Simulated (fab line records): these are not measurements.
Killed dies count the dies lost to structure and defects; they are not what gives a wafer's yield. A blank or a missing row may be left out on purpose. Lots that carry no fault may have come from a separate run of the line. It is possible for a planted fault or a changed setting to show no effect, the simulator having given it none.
Which tool did it? | flow gf180mcu | 6 lots, 18 wafers sampled, at 3 steps of a route of 602

## WHAT THE GAUGES SHOWED, per wafer
GF_PASSIVATION_THK_MEAS_03.
lot  | measured     | on            | PASSIVATION_CVD_02_THK (nm)
L275 | day 28 16:34 | film-metro-01 | 699 700 712
L278 | day 29 23:05 | film-metro-03 | 695 697 687
L281 | day 30 16:33 | film-metro-01 | 690 702 697
L288 | day 32 08:25 | film-metro-03 | 702 710 705
L291 | day 33 00:37 | film-metro-04 | 687 691 704
L296 | day 34 03:20 | film-metro-04 | 708 694 697

## WHICH TOOL RAN EACH LOT (tool, then ch and the chambers of the sampled wafers, then the start)
lot  | GF_MIM_SPUTTER_08            | GF_TOP_METAL_STRIP_17
L275 | pvd-sputter-01, day 25 01:40 | plasma-asher-02 ch 0,1, day 28 15:34
L278 | pvd-sputter-04, day 26 10:32 | plasma-asher-04 ch 0,1, day 29 22:05
L281 | pvd-sputter-04, day 27 07:35 | plasma-asher-04 ch 0,1, day 30 15:35
L288 | pvd-sputter-03, day 29 03:03 | plasma-asher-02 ch 0,1, day 32 07:07
L291 | pvd-sputter-01, day 29 23:17 | plasma-asher-02 ch 0,1, day 32 23:38
L296 | pvd-sputter-03, day 31 03:07 | plasma-asher-01 ch 0,1, day 34 02:23
- GF_MIM_SPUTTER_08: material AlCu, target thk 200 nm, time 10.6 s.
- GF_TOP_METAL_STRIP_17: strips in O2/N2.

## THE ANSWER, worked out from the rows above alone
Rule: the lots themselves supply what counts as usual. The widest of any qualifying gaps counts: lots, ordered by their means at a reading, are off when they make up no more than a third of the lots, leave a main group of 4 or more, and stand apart from it by 3 or more times the standard deviation of that group's means. If all means in a main group match to the digits the tables above print for the reading, that group is not used. A lot without any number at a reading at which 4 lots or more have one is off too. Where the step has rows for the other lots, those lots are counted as sound.
None of the lots is off at any reading shown; this tells nothing.

## WHAT THE SIMULATOR PUT IN
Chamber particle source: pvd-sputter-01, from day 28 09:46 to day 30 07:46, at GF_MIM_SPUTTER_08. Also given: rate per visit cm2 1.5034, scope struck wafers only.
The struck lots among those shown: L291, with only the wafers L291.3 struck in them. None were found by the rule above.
